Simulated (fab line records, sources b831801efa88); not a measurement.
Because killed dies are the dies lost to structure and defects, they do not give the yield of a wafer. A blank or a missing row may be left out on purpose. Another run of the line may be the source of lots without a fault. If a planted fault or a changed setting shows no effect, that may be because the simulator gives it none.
2 desks looking at one fault | flow gf180mcu | only its own numbers are on each desk; what lay behind them is given at the end

== AT THE METROLOGY DESK ==
What the gauges read, lot by lot, whatever tool the lot ran on: means of the sampled wafers that have a number. Marked OUT: a lot whose mean sits more than 4 standard deviations from the usual mean, which makes it out of limits; the brackets give that distance.
Columns: A = V4_W_RS at GF_V4_RS_MEAS_24, usual 0.330 ohm/sq; B = V4_W_THK at GF_V4_THK_MEAS_25, usual 343 nm; C = MIM_CVD_05_THK at GF_MIM_THK_MEAS_06, usual 42.0 nm; D = MIM_ALCU_RS at GF_MIM_RS_MEAS_10, usual 0.1595 ohm/sq; E = MIM_ALCU_THK at GF_MIM_THK_MEAS_11, usual 204 nm; F = cd_nm at GF_M5_CD_MEAS_07, usual 280.1 nm; G = M5_OVL at GF_M5_OVL_MEAS_08, usual -2 nm
lot  | first seen here | A     | B   | C    | D      | E   | F     | G
L838 | day 25 18:15    | 0.332 | 341 | 42.4 | 0.1602 | 200 | 277.8 | 1
L845 | day 27 23:02    | 0.333 | 336 | 41.9 | 0.1602 | 202 | 279.4 | -6
L851 | day 29 05:40    | 0.326 | 349 | 42.5 | 0.1597 | 201 | 280.6 | 1
L856 | day 30 21:35    | 0.328 | 339 | 41.9 | 0.1580 | 207 | 282.3 | -1
L858 | day 31 05:45    | 0.331 | 344 | 42.1 | 0.1600 | 203 | 279.9 | 3
Finding of this desk: none of the 5 lots has anything out of limits.

== DESK OF THE TOOL OWNER: pvd_sputter-04 ==
At GF_MIM_SPUTTER_09 (material TiN, target thk 35 nm, time 29.2 s) the tool's own readings: per lot run on this tool, the mean of the sampled wafers that have a number. Marked OUT: a lot whose mean sits more than 4 standard deviations from the usual mean, which makes it out of limits; the brackets give that distance.
Columns: A = throttle_valve_pct at GF_MIM_SPUTTER_09, usual 29.7 %
lot  | first seen here | A
L838 | day 25 19:05    | 29.9
L845 | day 27 23:50    | 28.8
L858 | day 31 07:32    | 29.9
Finding of this desk: none of the 3 lots has anything out of limits.

== BROUGHT TOGETHER ==
Nothing out of limits was seen by the metrology desk.
The tool owner's desk saw nothing out of limits.

== WHAT THE SIMULATOR PUT IN ==
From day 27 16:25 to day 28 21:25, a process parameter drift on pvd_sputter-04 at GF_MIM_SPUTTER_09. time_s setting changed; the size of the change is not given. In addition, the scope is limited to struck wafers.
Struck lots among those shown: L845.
